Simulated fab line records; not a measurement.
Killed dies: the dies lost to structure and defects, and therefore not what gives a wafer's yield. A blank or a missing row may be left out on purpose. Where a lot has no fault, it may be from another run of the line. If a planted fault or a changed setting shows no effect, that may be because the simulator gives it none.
A lot that was struck, set against a sound lot | flow sky130 | 17 steps out of a route of 708
Sound: the wafers L447.2, L447.3, L447.4. Struck: wafer L466.1 (L466.3, L466.4, from the same lot, were not struck and are left out); the cause is given at the end.
At each step with rows: each side's tool, then ch and its chambers, then its first start. Under that, the readings that differ: sound wafers | struck wafers | difference of the means | sigmas: that difference in standard deviations of wafers without a fault.
alike: readings whose means differ by less than 2 such deviations, and words and numbers that are the same on both sides. not compared: withheld readings, readings that some wafer has no value for, bounds like >300 that may hide the same value, and numbers for which the record gives no deviation and whose values overlap.
Wherever a step has rows on one side only, a row that says differs or no value, or a row with sigmas, the two part there. Numbers that have no deviation but don't overlap get no sigmas and don't part them. Lack of a reading on every wafer of one side parts them only where that side has two or more wafers.

first, 6 steps without rows for these wafers: SKY_LDD_N_IMPLANT_10; SKY_LDD_N_IMPLANT_11; SKY_LDD_N_IMPLANT_12; SKY_LDD_N_IMPLANT_13; SKY_LDD_N_IMPLANT_14; SKY_LDD_N_IMPLANT_15.
SKY_LDD_N_STRIP_16: strips in O2/N2.
  sound on plasma_asher-03 ch 0,1, day 17 21:49; struck on plasma_asher-03 ch 1, day 25 02:53
  reading                      | sound             | struck | difference | sigmas
  strip_time_to_endpoint_s (s) | 4.347 4.313 4.325 | 4.288  | -0.040     | -3
  alike: drypump_motor_current_A, oes_product_au
  not compared: rf_hours_counter_h
SKY_LDD_N_TW_MEAS_17:
  sound on film_metro-03, day 17 21:56; struck on film_metro-04, day 25 02:59
  alike: LDD_N_TW
then, 4 steps without rows for these wafers: SKY_LDD_P_DEHYDRATE_00 (time 60 s); SKY_LDD_P_HMDS_01 (prime time 60 s); SKY_LDD_P_COAT_02 (resist thk 1140 nm); SKY_LDD_P_SOFTBAKE_03 (time 60 s).
SKY_LDD_P_EXPOSE_04: exposes mask PSDM, target cd 380 nm.
  sound on iline_stepper-02 ch 0, day 18 12:47; struck on iline_stepper-02 ch 0, day 25 17:39
  alike: mask
then, 2 steps without rows for these wafers: SKY_LDD_P_PEB_05; SKY_LDD_P_DEVELOP_06 (develop time 60 s).
SKY_LDD_P_CD_MEAS_07: the cd target is 380 nm.
  sound on cd_sem-02, day 19 03:37; struck on cd_sem-01, day 26 08:27
  reading    | sound             | struck | difference | sigmas
  cd_nm (nm) | 379.7 381.5 381.3 | 357.3  | -23.5      | -12
SKY_LDD_P_OVL_MEAS_08:
  sound on overlay-02, day 19 03:44; struck on overlay-02, day 26 08:34
  alike: LDD_P_OVL

== WHERE THEY PART ==
At SKY_LDD_N_STRIP_16 first; at SKY_LDD_P_CD_MEAS_07 last (within this record only). Later steps at which nothing parts them and some readings are alike: SKY_LDD_P_OVL_MEAS_08.

WHY: whatever the simulator had introduced
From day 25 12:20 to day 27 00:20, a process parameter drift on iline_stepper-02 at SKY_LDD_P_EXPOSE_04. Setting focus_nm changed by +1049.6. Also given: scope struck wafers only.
